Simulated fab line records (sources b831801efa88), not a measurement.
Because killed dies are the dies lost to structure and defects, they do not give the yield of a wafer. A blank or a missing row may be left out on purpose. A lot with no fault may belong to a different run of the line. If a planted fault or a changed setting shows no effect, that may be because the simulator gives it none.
fab line records	flow gf180mcu	part 1 of 2: steps 1 to 27 of 28
[record] lots = 7	wafers = 21	lastDay = 34
route steps=602 shown M1@325 V1@335 PASSIVATION@602
lots that met no fault: taken from a fault-free run of the same line
startH: start of the lot's first displayed wafer, in hours after the record's first day	waitH: hours from the lot's prior step to this one	" the same as in the row above	L1.1+2: several wafers, shown together as one row	- no value, or no start was given	* or withheld: withheld	< > ~ a bound
route shown NAME@n: NAME is a module with steps in the file, n the number in the route of the first one	usual: the fault-free wafers' mean and standard deviation	same: alike in all rows	chamber/n: place in a boat	sites: per-site readings	_std_site: standard deviation of those values	_edge_site: inner sites' mean taken away from outer sites' mean	radiusMm: how far each site lies from the wafer's centre	mask NAME#n: copy n	behind: the last tool/chamber to shape the wafer	hold: reason for holding the lot/hours on hold/outcome of the hold	device: whichever transistor did not switch (one of n, p or np)	end of line: at the end of the route, the tests of the same wafers	a step with no rows: only its recipe	killed: at the first sort, the dies lost to defects and structure; wafer yield is something else	map: a wafer's dies, x killed, . not, _ none there
set.NAME: the setting as run; set.NAME@STEP: as run at that earlier step	model.NAME: the simulator's own value behind a step, which no gauge read
certain route steps with their lots: each step a table, each wafer a row
services: when a tool's chamber went out of use (startH, in hours from the record's first day, below 0 if earlier), for how many hours, and the reason
[[steps]]
[step GF_M1_SOFTBAKE_10]
[recipe] tempC = 130	timeS = 60	resist = KrF
[step GF_M1_EXPOSE_11]
[recipe] maskId = Metal1	targetCdNm = 230	na = 0.68	sourceShape = conventional	sigmaOuter = 0.6	doseMj = 28
[step GF_M1_PEB_12]
[recipe] pebTempC = 135	pebTimeS = 90	resist = KrF
[step GF_M1_DEVELOP_13]
[recipe] developTimeS = 60	devTempC = 21
[step GF_M1_CD_MEAS_14]
[recipe] targetCdNm = 230
[usual] cdNm = 229.7/1.3
lot.wafer	tool	chamber	startH	waitH	cdNm
L634.3	cdSem-01	-	396.46	0.1	230.6
L634.4	"	-	"	"	231.5
L634.6	"	-	"	"	231.1
L636.2	cdSem-02	-	413.57	0.1	230.2
L636.4	"	-	"	"	229.9
L636.5	"	-	"	"	228.8
L637.1	cdSem-02	-	417.42	0.1	229.7
L637.3	"	-	"	"	230.2
L637.5	"	-	"	"	229.8
L638.2	cdSem-01	-	429.57	0.1	231.7
L638.4	"	-	"	"	230.3
L638.5	"	-	"	"	231.4
L649.2	cdSem-02	-	533.48	0.1	232.5
L649.3	"	-	"	"	233.1
L649.6	"	-	"	"	233.0
L652.1	cdSem-01	-	554.30	0.1	230.6
L652.2	"	-	"	"	230.0
L652.4	"	-	"	"	229.7
L654.1	cdSem-02	-	567.06	0.1	227.9
L654.5	"	-	"	"	227.8
L654.6	"	-	"	"	228.6
[step GF_M1_OVL_MEAS_15]
[usual] M1_OVL = 5/5.9
lot.wafer	tool	chamber	startH	waitH	M1_OVL[nm]
L634.3	overlay-02	-	396.55	0.1	2
L634.4	"	-	"	"	-7
L634.6	"	-	"	"	4
L636.2	overlay-02	-	413.67	0.1	9
L636.4	"	-	"	"	14
L636.5	"	-	"	"	7
L637.1	overlay-01	-	417.54	0.1	0
L637.3	"	-	"	"	-9
L637.5	"	-	"	"	-6
L638.2	overlay-02	-	429.67	0.1	1
L638.4	"	-	"	"	0
L638.5	"	-	"	"	3
L649.2	overlay-02	-	533.59	0.1	6
L649.3	"	-	"	"	2
L649.6	"	-	"	"	3
L652.1	overlay-02	-	554.42	0.1	15
L652.2	"	-	"	"	12
L652.4	"	-	"	"	18
L654.1	overlay-02	-	567.18	0.1	10
L654.5	"	-	"	"	8
L654.6	"	-	"	"	-2
[step GF_M1_METAL_ETCH_16]
[recipe] chemistry = Cl2/BCl3	maskMaterial = KrF	targetDepthNm = 627.5	stopOn = SiO2	pressureMtorr = 8	icpW = 800	biasW = 140	Cl2_flow_sccm = 80	bcl3FlowSccm = 40	timeS = 104.6
[usual] drypumpMotorCurrentA = 5.8/0.41	heBacksideLeakSccm = 3.5/0.36	mfcCl2Sccm = 79.98/0.21	oesProductAu = 0.970/0.006	throttleValvePct = 28.253/0.01
lot.wafer	tool	chamber	startH	waitH	drypumpMotorCurrentA	heBacksideLeakSccm	mfcCl2Sccm	oesProductAu	rfHoursCounterH	throttleValvePct
L634.3	rieMetal-01	1	396.61	0.1	5.7	3.6	79.90	0.974	-	28.260
L634.4	"	0	"	"	5.9	3.4	79.56	0.969	-	28.240
L634.6	"	0	"	"	6.0	3.5	79.74	0.973	-	28.250
L636.2	rieMetal-02	0	413.70	0.0	5.9	3.2	80.58	0.964	5	28.253
L636.4	"	0	"	"	5.9	3.3	80.13	0.977	-	28.259
L636.5	"	0	"	"	5.9	3.3	80.12	0.975	-	28.246
L637.1	rieMetal-02	1	417.57	0.0	5.1	3.2	80.02	0.975	9	28.256
L637.3	"	0	"	"	5.9	3.2	80.06	0.972	-	28.262
L637.5	"	1	"	"	5.1	3.3	80.04	0.970	-	28.261
L638.2	rieMetal-03	1	429.70	0.0	6.4	3.6	79.98	0.963	9	28.247
L638.4	"	0	"	"	5.4	3.5	80.02	0.972	-	28.278
L638.5	"	1	"	"	6.4	3.6	80.00	0.965	-	28.247
L649.2	rieMetal-03	0	533.62	0.0	5.4	3.3	79.70	0.972	2	28.254
L649.3	"	1	"	"	6.4	3.5	79.84	0.978	-	28.234
L649.6	"	1	"	"	6.4	3.5	79.97	0.978	-	28.260
L652.1	rieMetal-03	1	554.45	0.0	6.4	3.7	80.07	0.971	1	28.253
L652.2	"	0	"	"	5.4	3.2	79.56	0.970	3	28.240
L652.4	"	1	"	"	6.4	3.6	80.00	0.973	-	28.236
L654.1	rieMetal-03	0	567.22	0.0	5.4	3.2	80.25	0.967	3	28.242
L654.5	"	1	"	"	6.4	3.7	79.86	0.976	-	28.258
L654.6	"	0	"	"	5.4	3.2	80.25	0.968	-	28.253
[step GF_M1_STRIP_17]
[recipe] chemistry = O2/N2	powerW = 1400	pressureMtorr = 1500	platenTempC = 250	o2FlowSccm = 3000	n2FlowSccm = 300	overashFraction = 0.5
[usual] drypumpMotorCurrentA = 5.7/0.51	heaterPowerW = 333/21	n2FlowSccm = 299.9/0.86	oesProductAu = 0.557/0.0048	stripTimeToEndpointS = 7.84/0.039
lot.wafer	tool	chamber	startH	waitH	drypumpMotorCurrentA	heaterPowerW	n2FlowSccm	oesProductAu	rfHoursCounterH	stripTimeToEndpointS
L634.3	plasmaAsher-04	1	396.72	0.1	5.5	304	300.1	0.557	-	7.85
L634.4	"	0	"	"	6.7	319	299.3	0.557	-	7.84
L634.6	"	1	"	"	5.5	301	298.9	0.556	-	7.84
L636.2	plasmaAsher-01	0	413.82	0.1	5.8	339	300.4	0.557	76	7.85
L636.4	"	1	"	"	5.2	352	300.5	0.555	-	7.83
L636.5	"	1	"	"	5.2	351	300.2	0.555	-	7.88
L637.1	plasmaAsher-03	0	417.68	0.1	5.1	368	300.6	0.559	65	7.86
L637.3	"	1	"	"	6.0	323	302.4	0.562	-	7.86
L637.5	"	0	"	"	5.1	363	300.4	0.552	-	7.88
L638.2	plasmaAsher-03	0	429.82	0.1	5.1	345	300.4	0.558	67	7.86
L638.4	"	0	"	"	5.1	354	299.1	0.553	-	7.80
L638.5	"	0	"	"	5.1	356	299.9	0.556	-	7.85
L649.2	plasmaAsher-01	0	533.73	0.1	5.8	341	299.4	0.553	7	7.79
L649.3	"	0	"	"	5.8	346	299.1	0.557	-	7.81
L649.6	"	0	"	"	5.8	339	299.5	0.558	-	7.85
L652.1	plasmaAsher-03	0	554.56	0.1	5.1	363	300.4	0.556	82	7.88
L652.2	"	1	"	"	6.0	328	300.3	0.558	82	7.87
L652.4	"	0	"	"	5.1	358	300.8	0.565	-	7.89
L654.1	plasmaAsher-01	1	567.33	0.1	5.2	341	301.3	0.549	11	7.81
L654.5	"	1	"	"	5.2	341	300.3	0.554	-	7.88
L654.6	"	0	"	"	5.8	346	299.2	0.562	-	7.84
[step GF_M1_STRIP_18]
[recipe] chemistry = postEtchResidueRemover	timeS = 1200	tempC = 72.5
[step GF_M1_CLEAN_19]
[recipe] chemistry = DIW	dry = n2Spin
[step GF_V1_CVD_00]
[recipe] material = SiO2	targetThkNm = 600	sigmaOpenFrac = 0.3	tempC = 400	timeS = 100	sih4FlowSccm = 60	pressureMtorr = 6
[step GF_V1_THK_MEAS_01]
[recipe] reads = SiO2_of_V1_CVD_00
[usual] V1_CVD_00_THK = 597/5.7
lot.wafer	tool	chamber	startH	waitH	V1_CVD_00_THK[nm]
L634.3	filmMetro-03	-	397.41	0.1	604
L634.4	"	-	"	"	597
L634.6	"	-	"	"	594
L636.2	filmMetro-02	-	414.43	0.0	599
L636.4	"	-	"	"	599
L636.5	"	-	"	"	605
L637.1	filmMetro-03	-	418.29	0.0	604
L637.3	"	-	"	"	599
L637.5	"	-	"	"	596
L638.2	filmMetro-02	-	430.45	0.0	595
L638.4	"	-	"	"	595
L638.5	"	-	"	"	597
L649.2	filmMetro-03	-	534.36	0.0	592
L649.3	"	-	"	"	594
L649.6	"	-	"	"	594
L652.1	filmMetro-02	-	555.17	0.0	597
L652.2	"	-	"	"	599
L652.4	"	-	"	"	596
L654.1	filmMetro-03	-	567.95	0.0	597
L654.5	"	-	"	"	595
L654.6	"	-	"	"	601
[step GF_V1_CVD_02]
[recipe] material = SiO2	targetThkNm = 850	precursor = TEOS	tempC = 400	timeS = 92.63	rfW = 600
[usual] heaterPowerOuterW = 359/71	heaterPowerW = 633/100
lot.wafer	tool	chamber	startH	waitH	heaterPowerOuterW	heaterPowerW
L634.3	pecvd-01	0	397.45	0.0	228	438
L634.4	"	1	"	"	416	764
L634.6	"	2	"	"	322	695
L636.2	pecvd-02	2	414.48	0.0	-	-
L636.4	"	0	"	"	-	-
L636.5	"	1	"	"	-	-
L637.1	pecvd-02	2	418.35	0.1	-	-
L637.3	"	0	"	"	-	-
L637.5	"	2	"	"	-	-
L638.2	pecvd-04	1	430.50	0.0	-	-
L638.4	"	2	"	"	-	-
L638.5	"	0	"	"	-	-
L649.2	pecvd-02	1	534.41	0.0	308	596
L649.3	"	2	"	"	260	476
L649.6	"	2	"	"	281	513
L652.1	pecvd-02	0	555.23	0.1	451	709
L652.2	"	1	"	"	426	734
L652.4	"	2	"	"	235	440
L654.1	pecvd-02	2	568.01	0.1	284	499
L654.5	"	2	"	"	304	539
L654.6	"	1	"	"	380	685
[step GF_V1_CMP_04]
[recipe] material = SiO2	downForcePsi = 4	platenRpm = 60	padVelocityMS = 0.94248
[usual] motorCurrentA = 11.8/0.84	slurryFlowMlMin = 150.0/0.43	timeToEndpointS = 74/4.6
lot.wafer	tool	chamber	startH	waitH	motorCurrentA	slurryFlowMlMin	timeToEndpointS
L634.4	cmp-01	2	397.58	0.0	12.1	150.2	79
L634.3	"	3	"	"	11.0	150.3	71
L634.6	"	2	"	"	13.0	150.3	82
L636.4	cmp-02	1	414.66	0.1	12.5	150.1	-
L636.2	"	3	"	"	10.5	150.0	-
L636.5	"	1	"	"	12.7	150.8	-
L637.3	cmp-02	0	418.78	0.3	12.5	150.0	-
L637.1	"	1	"	"	13.6	150.3	-
L637.5	"	3	"	"	11.1	150.3	-
L638.4	cmp-02	2	430.63	0.0	12.7	150.4	-
L638.2	"	3	"	"	10.9	150.0	-
L638.5	"	3	"	"	10.7	150.3	-
L649.2	cmp-01	2	534.63	0.1	12.0	150.2	66
L649.3	"	3	"	"	11.5	150.0	67
L649.6	"	1	"	"	11.5	149.2	70
L652.2	cmp-01	2	555.41	0.1	12.6	149.7	71
L652.1	"	3	"	"	11.2	150.2	74
L652.4	"	0	"	"	11.0	149.7	70
L654.1	cmp-01	2	568.28	0.2	12.5	149.9	66
L654.5	"	3	"	"	11.4	150.8	71
L654.6	"	0	"	"	11.3	149.6	77
[step GF_V1_DEHYDRATE_06]
[recipe] tempC = 200	timeS = 60
[step GF_V1_HMDS_07]
[recipe] primeTimeS = 60	primeTempC = 120
[step GF_V1_COAT_08]
[recipe] resist = BARC	tempC = withheld	timeS = withheld	spinRpm = withheld	resistThkNm = withheld
[step GF_V1_COAT_09]
[recipe] resist = KrF	spinRpm = withheld	resistThkNm = 1000
[step GF_V1_SOFTBAKE_10]
[recipe] tempC = 130	timeS = 60	resist = KrF
[step GF_V1_EXPOSE_11]
[recipe] maskId = Via1	targetCdNm = 260	na = 0.68	sourceShape = conventional	sigmaOuter = 0.6	doseMj = 38
[step GF_V1_PEB_12]
[recipe] pebTempC = 135	pebTimeS = 90	resist = KrF
[step GF_V1_DEVELOP_13]
[recipe] developTimeS = 60	resist = KrF	devTempC = 21
[step GF_V1_CD_MEAS_14]
[recipe] targetCdNm = 260
[usual] cdNm = 260.0/1.1
lot.wafer	tool	chamber	startH	waitH	cdNm
L634.3	cdSem-02	-	421.01	0.1	260.7
L634.4	"	-	"	"	259.1
L634.6	"	-	"	"	261.1
L636.2	cdSem-01	-	438.42	0.1	261.1
L636.4	"	-	"	"	261.2
L636.5	"	-	"	"	261.2
L637.1	cdSem-01	-	443.70	0.1	261.2
L637.3	"	-	"	"	260.7
L637.5	"	-	"	"	260.8
L638.2	cdSem-01	-	455.03	0.1	257.9
L638.4	"	-	"	"	258.7
L638.5	"	-	"	"	257.7
L649.2	cdSem-01	-	556.82	0.1	258.9
L649.3	"	-	"	"	258.7
L649.6	"	-	"	"	259.1
L652.1	cdSem-02	-	577.75	0.1	260.2
L652.2	"	-	"	"	260.8
L652.4	"	-	"	"	261.7
L654.1	cdSem-02	-	590.95	0.1	262.5
L654.5	"	-	"	"	261.0
L654.6	"	-	"	"	262.2
[step GF_V1_OVL_MEAS_15]
[usual] V1_OVL = 3/5.2
lot.wafer	tool	chamber	startH	waitH	V1_OVL[nm]
L634.3	overlay-02	-	421.10	0.1	-7
L634.4	"	-	"	"	7
L634.6	"	-	"	"	2
L636.2	overlay-02	-	438.52	0.1	5
L636.4	"	-	"	"	11
L636.5	"	-	"	"	2
L637.1	overlay-02	-	443.82	0.1	1
L637.3	"	-	"	"	8
L637.5	"	-	"	"	16
L638.2	overlay-01	-	455.14	0.1	-2
L638.4	"	-	"	"	4
L638.5	"	-	"	"	-1
L649.2	overlay-01	-	556.92	0.1	0
L649.3	"	-	"	"	3
L649.6	"	-	"	"	5
L652.1	overlay-01	-	577.87	0.1	3
L652.2	"	-	"	"	3
L652.4	"	-	"	"	6
L654.1	overlay-02	-	591.07	0.1	6
L654.5	"	-	"	"	-1
L654.6	"	-	"	"	6
[step GF_V1_ETCH_16]
[recipe] chemistry = N2/H2	targetDepthA = withheld	overetchA = withheld	timeS = withheld	target = BARC	ionEnergyEv = 200	sourceW = 500	biasW = 100	pressureMtorr = 30	n2FlowSccm = 100	h2FlowSccm = 200
[usual] drypumpMotorCurrentA = 5.9/0.45	n2FlowSccm = 100.01/0.3	oesProductAu = 0.855/0.0045	throttleValvePct = 13.225/0.0086
lot.wafer	tool	chamber	startH	waitH	drypumpMotorCurrentA	n2FlowSccm	oesProductAu	throttleValvePct
L634.3	rieDiel-02	1	421.12	0.0	6.4	99.77	0.861	13.223
L634.4	"	3	"	"	6.5	99.95	0.857	13.219
L634.6	"	0	"	"	6.6	99.92	0.857	13.222
L636.2	rieDiel-03	0	438.55	0.0	5.4	99.84	0.849	13.240
L636.4	"	2	"	"	5.4	99.81	0.847	13.222
L636.5	"	3	"	"	6.1	100.43	0.855	13.222
L637.1	rieDiel-03	0	443.85	0.0	5.3	100.16	0.857	13.223
L637.3	"	2	"	"	5.5	99.95	0.856	13.229
L637.5	"	2	"	"	5.4	99.72	0.859	13.218
L638.2	rieDiel-02	3	455.17	0.0	6.5	100.36	0.857	13.235
L638.4	"	1	"	"	6.4	99.64	0.858	13.233
L638.5	"	2	"	"	6.2	100.35	0.862	13.235
L649.2	rieDiel-04	2	556.95	0.0	6.1	100.13	0.858	13.229
L649.3	"	3	"	"	5.8	100.04	0.852	13.222
L649.6	"	3	"	"	5.8	100.40	0.856	13.225
L652.1	rieDiel-03	0	577.90	0.0	5.3	99.98	0.848	13.248
L652.2	"	1	"	"	5.8	99.79	0.857	13.232
L652.4	"	3	"	"	6.2	99.86	0.853	13.224
L654.1	rieDiel-02	3	591.10	0.0	6.5	100.16	0.851	13.236
L654.5	"	0	"	"	6.6	100.06	0.860	13.223
L654.6	"	3	"	"	6.5	100.25	0.844	13.222
[step GF_V1_ETCH_17]
[recipe] chemistry = C4F8/O2/Ar	maskMaterial = KrF	target = SiO2	stopOn = TiN	sourceW = 1500	biasW = 1200	pressureMtorr = 40	c4f8FlowSccm = withheld	O2_flow_sccm = 6	Ar_flow_sccm = 300	timeS = withheld	targetDepthA = 6300
[usual] oesProductAu = 0.856/0.0048
lot.wafer	tool	chamber	startH	waitH	oesProductAu	model.etch.depthNm	model.V1.featureDepthNm
L634.3	rieDiel-02	1	-	-	0.853	633.2	633.2
L634.4	"	3	"	"	0.860	633.6	633.6
L634.6	"	0	"	"	0.857	635	635
L636.2	rieDiel-03	0	-	-	0.826	599.2	599.2
L636.4	"	2	"	"	0.832	598.9	598.9
L636.5	"	3	"	"	0.831	604.7	604.7
L637.1	rieDiel-03	0	-	-	0.829	603.7	603.7
L637.3	"	2	"	"	0.832	599.4	599.4
L637.5	"	2	"	"	0.831	596.6	596.6
L638.2	rieDiel-02	3	-	-	0.831	594.9	594.9
L638.4	"	1	"	"	0.833	594.8	594.8
L638.5	"	2	"	"	0.831	597.3	597.3
L649.2	rieDiel-04	2	-	-	0.861	631.5	631.5
L649.3	"	3	"	"	0.862	630.8	630.8
L649.6	"	3	"	"	0.848	632.5	632.5
L652.1	rieDiel-03	0	-	-	0.851	631.4	631.4
L652.2	"	1	"	"	0.855	632.6	632.6
L652.4	"	3	"	"	0.850	631.5	631.5
L654.1	rieDiel-02	3	-	-	0.867	631.4	631.4
L654.5	"	0	"	"	0.855	631.2	631.2
L654.6	"	3	"	"	0.856	631.9	631.9
[step GF_V1_STRIP_18]
[recipe] chemistry = O2/N2	powerW = 1400	pressureMtorr = 1500	platenTempC = 250	o2FlowSccm = 3000	n2FlowSccm = 300	overashFraction = 0.5
[usual] drypumpMotorCurrentA = 5.8/0.43	heaterPowerW = 307/24	n2FlowSccm = 299.9/0.9	oesProductAu = 0.591/0.0051
lot.wafer	tool	chamber	startH	waitH	drypumpMotorCurrentA	heaterPowerW	n2FlowSccm	oesProductAu	rfHoursCounterH
L634.3	plasmaAsher-04	0	421.28	-	6.7	306	300.5	0.593	-
L634.4	"	1	"	"	5.5	297	300.5	0.583	-
L634.6	"	0	"	"	6.7	313	301.2	0.590	-
L636.2	plasmaAsher-01	0	438.68	-	5.7	344	299.1	0.587	1
L636.4	"	1	"	"	5.2	343	299.6	0.592	-
L636.5	"	1	"	"	5.2	337	299.6	0.585	-
L637.1	plasmaAsher-04	0	443.98	-	6.7	312	300.0	0.593	81
L637.3	"	1	"	"	5.5	297	299.4	0.598	-
L637.5	"	1	"	"	5.5	295	300.3	0.585	-
L638.2	plasmaAsher-02	1	455.30	-	5.6	279	298.5	0.580	34
L638.4	"	0	"	"	5.9	297	298.2	0.589	-
L638.5	"	0	"	"	5.9	292	300.4	0.599	-
L649.2	plasmaAsher-02	0	557.08	-	5.9	294	299.4	0.585	45
L649.3	"	1	"	"	5.7	284	299.3	0.590	-
L649.6	"	1	"	"	5.7	284	300.6	0.585	-
L652.1	plasmaAsher-02	1	578.03	-	5.6	275	302.0	0.587	47
L652.2	"	0	"	"	5.9	287	301.3	0.591	47
L652.4	"	0	"	"	5.9	300	301.3	0.589	-
L654.1	plasmaAsher-01	0	591.23	-	5.8	344	300.5	0.585	14
L654.5	"	1	"	"	5.2	344	300.5	0.593	-
L654.6	"	0	"	"	5.8	350	301.2	0.595	-
[[key]]
[firstSign] step = GF_V1_CVD_02	reading = toolRecord	direction = missing
[effect] step = GF_V1_ETCH_17	reading = oesProductAu	direction = down	sigmas = 5.2	usual = 0.856	struck = 0.831
[effect] step = GF_PASSIVATION_PROBE_99	reading = killed_at_M0_to_M3	direction = up	sigmas = 93	usual = 21	struck = 486
[modelEffect] step = GF_V1_ETCH_17	value = etch.depthNm	without = 632.1	struck = 598.8
metAt GF_V1_CVD_02
struckWafers L636.2,L636.4,L636.5,L637.1,L637.3,L637.5,L638.2,L638.4,L638.5
laterRowsLeftOut L636.2,L636.4,L636.5,L637.1,L637.3,L637.5,L638.2,L638.4,L638.5
sortLeftOut L638.2,L638.4,L638.5
[fault] kind = skippedStepWhole	tool = pecvd-02,pecvd-04	chamber = -	onsetH = 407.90	steps = GF_V1_CVD_02	scope = struckLotsOnly
// sortLeftOut: the simulated sort isn't trusted on such a fault, so these wafers' sort isn't shown, and their yield isn't known
// laterRowsLeftOut: the simulator's readings of these wafers behind a module that went badly wrong aren't trusted and aren't shown, but for the sort
